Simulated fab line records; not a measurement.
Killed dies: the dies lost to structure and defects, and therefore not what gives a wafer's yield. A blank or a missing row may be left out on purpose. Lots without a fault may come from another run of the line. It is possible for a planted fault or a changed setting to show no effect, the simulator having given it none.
fab line records ; flow sky130
record lots=6; wafers=18; last_day=49
route steps=708 shown VT_ADJUST_LVTN@98 PAD_OPEN@708
lots with no fault: from the same line, run without faults
start_h: the number of hours between the record's first day and the start of the first shown wafer of the lot ; wait_h: hours since the lot's step before ; " same as the row above ; L1.1+2: several wafers, shown together as one row ; - no value, or no start given ; * or withheld: withheld ; < > ~ a bound
route shown NAME@n: NAME is a module with steps in the file, n the number in the route of the first one ; usual: mean and standard deviation over wafers with no fault ; same: alike in all rows ; chamber/n: place in a boat ; sites: each site's reading ; _std_site: the standard deviation of these ; _edge_site: outer sites' mean less inner sites' ; radius_mm: for every site, how far away it sits from the centre of the wafer ; mask NAME#n: copy n ; behind: the last tool/chamber to shape the wafer ; hold: why the lot was held/for how many hours/how that ended ; device: the transistor (n, p or np) that didn't switch ; end of line: tests of these same wafers at the route's end ; a step with no rows: only its recipe ; killed: dies that structure and defects cost at the first sort, which is not the same as the wafer's yield ; map: shows each die of a wafer: x if killed, . if not, _ if none is there
set.NAME: the setting as run; set.NAME@STEP: as run at that earlier step ; model.NAME: the simulator's own value behind a step, which no gauge read
a table for each step, a row for each wafer; lots at some steps of the route
services: from which hour (start_h, from the record's first day; less than 0 if before it) a tool's chamber was out of use, for how many hours, and why
## steps
# step SKY_VT_ADJUST_LVTN_HMDS_01
# recipe prime_time_s=60; prime_temp_c=120
# step SKY_VT_ADJUST_LVTN_COAT_02
# recipe spin_rpm=2027; resist_thk_nm=3000
# step SKY_VT_ADJUST_LVTN_SOFTBAKE_03
# recipe temp_c=110; time_s=withheld
# step SKY_VT_ADJUST_LVTN_EXPOSE_04
# recipe mask_id=NWM_COMPLEMENT_LESS_NATIVE; na=0.6; source_shape=conventional; sigma_outer=0.6; polarization=unpolarized; target_cd_nm=840; dose_mj=194
# step SKY_VT_ADJUST_LVTN_PEB_05
# recipe temp_c=115; time_s=withheld
# step SKY_VT_ADJUST_LVTN_DEVELOP_06
# recipe wall_angle_deg=90; developer=TMAH; develop_time_s=60; dev_temp_c=23
# step SKY_VT_ADJUST_LVTN_OVL_MEAS_07
# usual VT_ADJUST_LVTN_OVL=-0.2/1.3
lot.wafer;tool;chamber;start_h;wait_h;VT_ADJUST_LVTN_OVL[nm]
L652.1;overlay-02;-;136.12;-;1.2
L652.3;overlay-02;-;136.12;-;-1.3
L652.6;overlay-02;-;136.12;-;-1.2
L659.1;overlay-01;-;186.92;-;2.4
L659.5;overlay-01;-;186.92;-;2.1
L659.6;overlay-01;-;186.92;-;0.8
L668.2;overlay-02;-;243.26;-;1.8
L668.3;overlay-02;-;243.26;-;-1.0
L668.4;overlay-02;-;243.26;-;1.0
L669.1;overlay-02;-;250.21;-;-0.9
L669.3;overlay-02;-;250.21;-;0.3
L669.5;overlay-02;-;250.21;-;-0.4
L671.4;overlay-02;-;264.04;-;-2.0
L671.5;overlay-02;-;264.04;-;-2.9
L671.6;overlay-02;-;264.04;-;-2.3
L672.3;overlay-02;-;269.77;-;-0.4
L672.5;overlay-02;-;269.77;-;-0.9
L672.6;overlay-02;-;269.77;-;0.7
# step SKY_VT_ADJUST_LVTN_IMPLANT_08
# recipe species=B; energy_kev=30; dose_cm2=1.57e+12; tilt_deg=withheld
# step SKY_VT_ADJUST_LVTN_STRIP_09
# recipe chemistry=O2/N2; power_w=1400; pressure_mtorr=1500; platen_temp_c=withheld; o2_flow_sccm=3000; n2_flow_sccm=300; overash_fraction=0.5
# usual chamber_pressure_mTorr=1500.0/1.4; drypump_motor_current_A=6.1/0.43; o2_flow_sccm=3001/9.4; oes_product_au=0.723/0.005; strip_time_to_endpoint_s=36.62/0.085
lot.wafer;tool;chamber;start_h;wait_h;chamber_pressure_mTorr;drypump_motor_current_A;o2_flow_sccm;oes_product_au;rf_hours_counter_h;strip_time_to_endpoint_s
L652.1;plasma_asher-04;1;136.31;0.1;1497.9;6.5;3002;0.721;46;36.54
L652.3;plasma_asher-04;1;136.31;0.1;1500.4;6.5;3002;0.724;-;36.65
L652.6;plasma_asher-04;0;136.31;0.1;1499.6;6.4;3012;0.718;-;36.60
L659.1;plasma_asher-04;0;187.11;0.1;1500.7;6.4;2985;0.714;51;36.71
L659.5;plasma_asher-04;0;187.11;0.1;1496.8;6.4;3002;0.721;-;36.59
L659.6;plasma_asher-04;1;187.11;0.1;1502.0;6.5;2986;0.722;-;36.66
L668.2;plasma_asher-01;0;243.44;0.1;1501.0;5.7;3008;0.718;59;36.63
L668.3;plasma_asher-01;0;243.44;0.1;1500.4;5.8;3002;0.727;-;36.58
L668.4;plasma_asher-01;1;243.44;0.1;1499.3;5.9;2982;0.720;-;36.60
L669.1;plasma_asher-04;1;250.39;0.1;1500.1;6.5;3015;0.724;57;36.56
L669.3;plasma_asher-04;0;250.39;0.1;1498.9;6.4;2990;0.727;-;36.62
L669.5;plasma_asher-04;0;250.39;0.1;1503.2;6.4;3015;0.721;-;36.52
L671.4;plasma_asher-03;0;264.24;0.1;1499.5;6.4;2996;0.723;-;36.64
L671.5;plasma_asher-03;0;264.24;0.1;1500.3;6.4;3002;0.727;-;36.63
L671.6;plasma_asher-03;1;264.24;0.1;1498.2;5.3;2999;0.718;-;36.64
L672.3;plasma_asher-04;0;269.98;0.1;1500.3;6.4;2995;0.716;-;36.74
L672.5;plasma_asher-04;0;269.98;0.1;1501.5;6.4;3007;0.709;-;36.77
L672.6;plasma_asher-04;1;269.98;0.1;1498.0;6.5;3010;0.728;-;36.72
# step SKY_VT_ADJUST_LVTN_TW_MEAS_10
# usual VT_ADJUST_LVTN_TW=239/3.3
lot.wafer;tool;chamber;start_h;wait_h;VT_ADJUST_LVTN_TW
L652.1;film_metro-04;-;136.41;0.1;237
L652.3;film_metro-04;-;136.41;0.1;236
L652.6;film_metro-04;-;136.41;0.1;237
L659.1;film_metro-02;-;187.21;0.1;241
L659.5;film_metro-02;-;187.21;0.1;241
L659.6;film_metro-02;-;187.21;0.1;242
L668.2;film_metro-04;-;243.55;0.1;237
L668.3;film_metro-04;-;243.55;0.1;236
L668.4;film_metro-04;-;243.55;0.1;237
L669.1;film_metro-04;-;250.49;0.1;238
L669.3;film_metro-04;-;250.49;0.1;238
L669.5;film_metro-04;-;250.49;0.1;235
L671.4;film_metro-04;-;264.34;0.1;238
L671.5;film_metro-04;-;264.34;0.1;237
L671.6;film_metro-04;-;264.34;0.1;237
L672.3;film_metro-03;-;270.06;0.1;245
L672.5;film_metro-03;-;270.06;0.1;244
L672.6;film_metro-03;-;270.06;0.1;245
# step SKY_VT_ADJUST_LVTN_DEHYDRATE_11
# recipe temp_c=200; time_s=60
# step SKY_VT_ADJUST_LVTN_HMDS_12
# recipe prime_time_s=61.34; prime_temp_c=120
# step SKY_VT_ADJUST_LVTN_COAT_13
# recipe resist=NOVOLAK; spin_rpm=3000; resist_thk_nm=1140
# usual exhaust_pa=45.1/0.93; spin_speed_rpm=3000.3/2.1
lot.wafer;tool;chamber;start_h;wait_h;exhaust_pa;spin_speed_rpm;model.NOVOLAK_of_VT_ADJUST_LVTN_COAT_13.thk_nm
L652.1;litho_track-04;0;145.60;0.1;44.0;2999.1;1139
L652.3;litho_track-04;0;145.60;0.1;43.4;2998.1;1138
L652.6;litho_track-04;0;145.60;0.1;43.0;2999.7;1138
L659.1;litho_track-04;0;197.60;0.1;45.7;3004.9;1134
L659.5;litho_track-04;0;197.60;0.1;44.4;3002.2;1133
L659.6;litho_track-04;0;197.60;0.1;46.0;3001.4;1134
L668.2;litho_track-02;0;254.43;0.1;46.7;3002.9;1141
L668.3;litho_track-02;0;254.43;0.1;44.4;3002.3;1141
L668.4;litho_track-02;0;254.43;0.1;45.3;2999.9;1141
L669.1;litho_track-04;0;262.40;0.1;44.2;3118.6;1118
L669.3;litho_track-04;0;262.40;0.1;44.4;3119.6;1117
L669.5;litho_track-04;0;262.40;0.1;43.9;3114.6;1118
L671.4;litho_track-04;0;276.18;0.1;46.9;3120.2;1119
L671.5;litho_track-04;0;276.18;0.1;46.3;3116.6;1117
L671.6;litho_track-04;0;276.18;0.1;45.7;3119.7;1121
L672.3;litho_track-02;0;281.56;0.1;44.5;2997.3;1139
L672.5;litho_track-02;0;281.56;0.1;44.8;2999.3;1141
L672.6;litho_track-02;0;281.56;0.1;44.7;2999.2;1142
# step SKY_VT_ADJUST_LVTN_SOFTBAKE_14
# recipe temp_c=90; time_s=60; resist=NOVOLAK
# step SKY_VT_ADJUST_LVTN_EXPOSE_15
# recipe mask_id=HVN_STD_DERIVED; na=0.6; source_shape=conventional; sigma_outer=0.6; polarization=unpolarized; target_cd_nm=600; dose_mj=163
# step SKY_VT_ADJUST_LVTN_PEB_16
# recipe temp_c=withheld; time_s=*; resist=NOVOLAK
# step SKY_VT_ADJUST_LVTN_DEVELOP_17
# recipe resist=NOVOLAK; developer=TMAH; develop_time_s=60; dev_temp_c=23
# usual exhaust_pa=45.1/0.92
lot.wafer;tool;chamber;start_h;wait_h;exhaust_pa;model.NOVOLAK_of_VT_ADJUST_LVTN_COAT_13.thk_nm
L652.1;litho_track-04;0;155.45;0.1;44.6;1139
L652.3;litho_track-04;0;155.45;0.1;45.1;1137
L652.6;litho_track-04;0;155.45;0.1;45.4;1138
L659.1;litho_track-04;0;208.30;0.1;45.6;1134
L659.5;litho_track-04;0;208.30;0.1;45.2;1133
L659.6;litho_track-04;0;208.30;0.1;45.5;1134
L668.2;litho_track-03;0;266.75;0.1;43.6;1140
L668.3;litho_track-03;0;266.75;0.1;44.8;1140
L668.4;litho_track-03;0;266.75;0.1;45.2;1141
L669.1;litho_track-02;0;273.91;0.1;44.2;1118
L669.3;litho_track-02;0;273.91;0.1;43.8;1116
L669.5;litho_track-02;0;273.91;0.1;44.5;1117
L671.4;litho_track-03;0;288.55;0.1;45.4;1118
L671.5;litho_track-03;0;288.55;0.1;45.1;1116
L671.6;litho_track-03;0;288.55;0.1;43.9;1121
L672.3;litho_track-04;0;293.60;0.1;45.3;1139
L672.5;litho_track-04;0;293.60;0.1;45.0;1141
L672.6;litho_track-04;0;293.60;0.1;46.6;1141
# step SKY_VT_ADJUST_LVTN_OVL_MEAS_18
# usual VT_ADJUST_LVTN_01_OVL=-0.1/1.3
lot.wafer;tool;chamber;start_h;wait_h;VT_ADJUST_LVTN_01_OVL[nm]
L652.1;overlay-01;-;155.60;0.1;1.3
L652.3;overlay-01;-;155.60;0.1;2.4
L652.6;overlay-01;-;155.60;0.1;0.6
L659.1;overlay-02;-;208.45;0.1;-0.9
L659.5;overlay-02;-;208.45;0.1;-2.1
L659.6;overlay-02;-;208.45;0.1;-1.6
L668.2;overlay-01;-;266.88;0.1;2.2
L668.3;overlay-01;-;266.88;0.1;-0.9
L668.4;overlay-01;-;266.88;0.1;-0.8
L669.1;overlay-02;-;274.06;0.1;-0.2
L669.3;overlay-02;-;274.06;0.1;-1.1
L669.5;overlay-02;-;274.06;0.1;-0.9
L671.4;overlay-01;-;288.64;0.1;-2.4
L671.5;overlay-01;-;288.64;0.1;-1.3
L671.6;overlay-01;-;288.64;0.1;-0.6
L672.3;overlay-02;-;293.72;0.1;0.1
L672.5;overlay-02;-;293.72;0.1;0.0
L672.6;overlay-02;-;293.72;0.1;0.2
# step SKY_VT_ADJUST_LVTN_IMPLANT_19
# recipe species=B; energy_kev=30; dose_cm2=6.5e+11; tilt_deg=withheld
# step SKY_VT_ADJUST_LVTN_STRIP_20
# recipe chemistry=O2/N2; power_w=1400; pressure_mtorr=1500; platen_temp_c=withheld; o2_flow_sccm=3000; n2_flow_sccm=300; overash_fraction=0.5
# usual chamber_pressure_mTorr=1500.0/1.5; drypump_motor_current_A=6.1/0.48; o2_flow_sccm=2999/8.6; oes_product_au=0.716/0.0041; strip_time_to_endpoint_s=14.18/0.043
lot.wafer;tool;chamber;start_h;wait_h;chamber_pressure_mTorr;drypump_motor_current_A;o2_flow_sccm;oes_product_au;rf_hours_counter_h;strip_time_to_endpoint_s
L652.1;plasma_asher-04;1;155.79;0.1;1503.1;6.5;3005;0.716;48;14.16
L652.3;plasma_asher-04;0;155.79;0.1;1497.4;6.4;3012;0.721;-;14.14
L652.6;plasma_asher-04;0;155.79;0.1;1498.8;6.4;3014;0.719;-;14.16
L659.1;plasma_asher-03;1;208.64;0.1;1499.5;5.3;2991;0.712;39;14.13
L659.5;plasma_asher-03;1;208.64;0.1;1502.0;5.3;3005;0.718;-;14.08
L659.6;plasma_asher-03;0;208.64;0.1;1498.7;6.4;3002;0.718;-;14.11
L668.2;plasma_asher-03;1;267.06;0.1;1499.8;5.3;2989;0.721;45;14.20
L668.3;plasma_asher-03;1;267.06;0.1;1497.7;5.3;2993;0.716;-;14.18
L668.4;plasma_asher-03;0;267.06;0.1;1501.2;6.4;3005;0.716;-;14.19
L669.1;plasma_asher-04;1;274.24;0.1;1497.9;6.5;3000;0.715;60;13.91
L669.3;plasma_asher-04;0;274.24;0.1;1498.0;6.4;2994;0.715;-;13.90
L669.5;plasma_asher-04;1;274.24;0.1;1499.3;6.5;2989;0.712;-;13.92
L671.4;plasma_asher-04;1;288.84;0.1;1501.4;6.5;2997;0.717;-;13.92
L671.5;plasma_asher-04;0;288.84;0.1;1498.9;6.4;3000;0.710;-;13.91
L671.6;plasma_asher-04;1;288.84;0.1;1500.8;6.5;2987;0.717;-;13.96
L672.3;plasma_asher-04;1;293.98;0.2;1501.4;6.5;2996;0.717;-;14.17
L672.5;plasma_asher-04;0;293.98;0.2;1499.1;6.4;2985;0.716;-;14.19
L672.6;plasma_asher-04;1;293.98;0.2;1501.8;6.5;3008;0.711;-;14.19
# step SKY_VT_ADJUST_LVTN_TW_MEAS_21
# usual VT_ADJUST_LVTN_2_TW=187.6/2.4
lot.wafer;tool;chamber;start_h;wait_h;VT_ADJUST_LVTN_2_TW
L652.1;film_metro-02;-;155.89;0.1;187.6
L652.3;film_metro-02;-;155.89;0.1;188.8
L652.6;film_metro-02;-;155.89;0.1;188.1
L659.1;film_metro-03;-;208.74;0.1;190.0
L659.5;film_metro-03;-;208.74;0.1;191.5
L659.6;film_metro-03;-;208.74;0.1;190.3
L668.2;film_metro-04;-;267.17;0.1;184.1
L668.3;film_metro-04;-;267.17;0.1;184.6
L668.4;film_metro-04;-;267.17;0.1;184.3
L669.1;film_metro-03;-;274.34;0.1;190.3
L669.3;film_metro-03;-;274.34;0.1;190.3
L669.5;film_metro-03;-;274.34;0.1;190.4
L671.4;film_metro-04;-;288.94;0.1;184.0
L671.5;film_metro-04;-;288.94;0.1;184.6
L671.6;film_metro-04;-;288.94;0.1;184.0
L672.3;film_metro-02;-;294.07;0.1;187.2
L672.5;film_metro-02;-;294.07;0.1;187.4
L672.6;film_metro-02;-;294.07;0.1;187.9
# step SKY_PAD_OPEN_PROBE_99
# usual killed_at_M0_to_M3=43/6.5; killed_at_M4_up=3.2/1.8; killed_at_contacts=24/5; killed_at_front_end=15/4.1; killed_at_other=0.3/0.54; killed_dies=85/9.3; killed_open=47/7.2; killed_short=39/5.9
# same gross_dies=492; killed_at_back_side=0
lot.wafer;tool;chamber;start_h;wait_h;killed_at_M0_to_M3;killed_at_M4_up;killed_at_contacts;killed_at_front_end;killed_at_other;killed_dies;killed_open;killed_short
L652.1;prober-02;-;1065.38;0.1;36;3;19;23;0;81;42;38
L652.3;prober-02;-;1065.48;0.2;36;2;16;14;0;68;39;28
L652.6;prober-02;-;1065.63;0.2;37;4;27;16;1;85;48;35
L659.1;prober-01;-;1119.92;0.1;49;3;31;10;2;95;45;49
L659.5;prober-01;-;1120.12;0.2;47;2;22;14;0;85;42;43
L659.6;prober-01;-;1120.17;0.2;39;2;31;17;1;90;52;37
L668.2;prober-02;-;1165.76;0.1;39;4;26;15;0;84;48;36
L668.3;prober-02;-;1165.81;0.2;47;5;25;14;0;91;56;35
L668.4;prober-02;-;1165.86;0.2;37;1;22;16;1;77;43;34
L669.1;prober-01;-;1167.47;0.1;27;1;30;13;0;71;40;31
L669.3;prober-01;-;1167.57;0.2;38;2;24;12;0;76;40;36
L669.5;prober-01;-;1167.67;0.2;38;1;26;11;0;76;44;32
L671.4;prober-01;-;1179.14;0.2;46;3;25;19;0;93;55;38
L671.5;prober-01;-;1179.19;0.2;46;1;23;18;0;88;44;44
L671.6;prober-01;-;1179.24;0.2;29;3;20;18;0;70;41;29
L672.3;prober-02;-;1184.33;0.2;55;2;16;13;1;87;58;29
L672.5;prober-02;-;1184.43;0.2;53;2;21;14;1;91;51;40
L672.6;prober-02;-;1184.48;0.2;44;0;21;20;0;85;48;37
# killed by level:class
L652.1 VIA1:geometric_particle:open=8 CONTACT:geometric_particle:open=7 POLY_GATE:geometric_particle:short=6 POLY_GATE:geometric_particle:open=6 FIELD_ISO:geometric_particle:open=5 LI_CONTACT:geometric_particle:short=4 METAL1:geometric_particle:open=4 METAL1:geometric_particle:short=4
L652.3 CONTACT:geometric_particle:open=9 VIA1:geometric_particle:open=8 VIA2:geometric_particle:open=7 METAL1:geometric_particle:short=6 VIA3:geometric_particle:open=5 FIELD_ISO:geometric_particle:short=4 LI_CONTACT:geometric_particle:open=4 METAL2:geometric_particle:short=4
L652.6 CONTACT:geometric_particle:open=13 VIA1:geometric_particle:open=10 METAL1:geometric_particle:short=7 VIA2:geometric_particle:open=6 LI_CONTACT:geometric_particle:open=6 POLY_GATE:geometric_particle:open=5 METAL2:geometric_particle:short=4 METAL4:geometric_particle:short=4
L659.1 CONTACT:geometric_particle:open=12 VIA1:geometric_particle:open=11 VIA1:geometric_particle:short=9 CONTACT:geometric_particle:short=6 METAL2:geometric_particle:short=6 LI_CONTACT:geometric_particle:open=5 POLY_GATE:geometric_particle:open=4 VIA3:geometric_particle:open=4
L659.5 METAL1:geometric_particle:short=10 VIA1:geometric_particle:open=9 CONTACT:geometric_particle:open=7 VIA1:geometric_particle:short=7 VIA3:geometric_particle:open=7 LI_CONTACT:geometric_particle:open=6 LI_CONTACT:geometric_particle:short=4 METAL2:geometric_particle:short=4
L659.6 LI_CONTACT:geometric_particle:open=9 CONTACT:geometric_particle:open=9 VIA3:geometric_particle:open=8 CONTACT:geometric_particle:short=7 METAL2:geometric_particle:short=7 VIA2:geometric_particle:open=7 FIELD_ISO:geometric_particle:open=5 POLY_GATE:geometric_particle:short=5
L668.2 LI_CONTACT:geometric_particle:open=8 VIA1:geometric_particle:open=8 CONTACT:geometric_particle:open=8 METAL1:geometric_particle:short=8 VIA2:geometric_particle:open=8 CONTACT:geometric_particle:short=6 POLY_GATE:geometric_particle:open=5 FIELD_ISO:geometric_particle:short=3
L668.3 VIA1:geometric_particle:open=16 CONTACT:geometric_particle:open=10 LI_CONTACT:geometric_particle:open=9 VIA1:geometric_particle:short=7 VIA3:geometric_particle:open=6 POLY_GATE:geometric_particle:open=4 METAL1:geometric_particle:short=4 METAL2:geometric_particle:short=4
L668.4 CONTACT:geometric_particle:open=9 METAL1:geometric_particle:short=9 VIA1:geometric_particle:open=9 VIA2:geometric_particle:open=7 POLY_GATE:geometric_particle:short=4 LI_CONTACT:geometric_particle:open=4 CONTACT:geometric_particle:short=4 FIELD_ISO:geometric_particle:open=3
L669.1 CONTACT:geometric_particle:open=11 LI_CONTACT:geometric_particle:open=9 VIA1:geometric_particle:open=6 CONTACT:geometric_particle:short=6 METAL1:geometric_particle:short=5 POLY_GATE:geometric_particle:short=3 METAL2:geometric_particle:short=3 VIA1:geometric_particle:short=3
L669.3 LI_CONTACT:geometric_particle:open=11 VIA1:geometric_particle:open=10 FIELD_ISO:geometric_particle:short=6 LOCAL_INTERCONNECT:geometric_particle:short=5 METAL1:geometric_particle:short=5 CONTACT:geometric_particle:open=4 VIA2:geometric_particle:open=4 METAL2:geometric_particle:short=4
L669.5 VIA1:geometric_particle:open=10 CONTACT:geometric_particle:short=7 LI_CONTACT:geometric_particle:open=6 CONTACT:geometric_particle:open=6 VIA2:geometric_particle:open=6 VIA3:geometric_particle:open=5 FIELD_ISO:geometric_particle:open=4 LOCAL_INTERCONNECT:geometric_particle:short=4
L671.4 VIA1:geometric_particle:open=16 CONTACT:geometric_particle:open=9 LI_CONTACT:geometric_particle:open=7 VIA1:geometric_particle:short=7 POLY_GATE:geometric_particle:short=5 METAL1:geometric_particle:short=5 VIA3:geometric_particle:open=5 FIELD_ISO:geometric_particle:short=4
L671.5 METAL2:geometric_particle:short=9 VIA1:geometric_particle:open=9 LI_CONTACT:geometric_particle:open=8 CONTACT:geometric_particle:open=8 METAL1:geometric_particle:short=7 VIA2:geometric_particle:open=5 POLY_GATE:geometric_particle:short=5 VIA1:geometric_particle:short=5
L671.6 LI_CONTACT:geometric_particle:open=8 VIA3:geometric_particle:open=7 VIA1:geometric_particle:open=6 POLY_GATE:geometric_particle:short=5 CONTACT:geometric_particle:open=5 FIELD_ISO:geometric_particle:short=3 SPACER:geometric_particle:open=3 LI_CONTACT:geometric_particle:short=3
L672.3 VIA3:geometric_particle:open=13 VIA1:geometric_particle:open=13 CONTACT:geometric_particle:open=6 CONTACT:geometric_particle:short=5 VIA2:geometric_particle:open=5 FIELD_ISO:geometric_particle:open=4 SPACER:geometric_particle:open=4 LI_CONTACT:geometric_particle:open=4
L672.5 VIA1:geometric_particle:open=15 CONTACT:geometric_particle:open=8 VIA3:geometric_particle:open=8 LI_CONTACT:geometric_particle:open=6 VIA1:geometric_particle:short=6 METAL2:geometric_particle:short=5 FIELD_ISO:geometric_particle:short=4 POLY_GATE:geometric_particle:short=4
L672.6 VIA1:geometric_particle:open=10 CONTACT:geometric_particle:open=8 LI_CONTACT:geometric_particle:open=7 VIA3:geometric_particle:open=6 FIELD_ISO:geometric_particle:short=5 POLY_GATE:geometric_particle:open=5 VIA1:geometric_particle:short=5 VIA2:geometric_particle:open=5
## services
tool;chamber;start_h;hours;kind
plasma_asher-01;-;133.42;4.5;repair
plasma_asher-03;-;183.05;13.6;repair
litho_track-04;-;208.37;-;consumable_replace:filter
plasma_asher-04;-;217.80;2.8;pm
plasma_asher-03;-;272.28;7.9;repair
## key
first_sign step=SKY_VT_ADJUST_LVTN_COAT_13; reading=spin_speed_rpm; direction=up; sigmas=56; usual=3000.3; struck=3118.2
effect step=SKY_VT_ADJUST_LVTN_STRIP_20; reading=strip_time_to_endpoint_s; direction=down; sigmas=6; usual=*; struck=*
model_effect step=SKY_VT_ADJUST_LVTN_COAT_13; value=NOVOLAK_of_VT_ADJUST_LVTN_COAT_13.thk_nm; without=1140; struck=1118
model_effect step=SKY_VT_ADJUST_LVTN_DEVELOP_17; value=NOVOLAK_of_VT_ADJUST_LVTN_COAT_13.thk_nm; without=1140; struck=1118
met_at SKY_VT_ADJUST_LVTN_COAT_13
struck_wafers L669.1,L669.3,L669.5,L671.4,L671.5,L671.6
tester_left_out L669,L671
onset_between 197.60 262.40
fault kind=process_parameter_drift; tool=litho_track-04; chamber=-; onset_h=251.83; steps=SKY_VT_ADJUST_LVTN_COAT_13; channel=spin_rpm; offset=118.31; shape=step; end_h=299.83; acts_in=these_recipes_only; stated=3000
# tester_left_out: of these lots the tester's yield and bins aren't shown, on N5 and GAA mostly nor the transistor test; their killed dies are dies lost to structure and defects alone, not to doping, threshold or leakage, so they don't give the yield
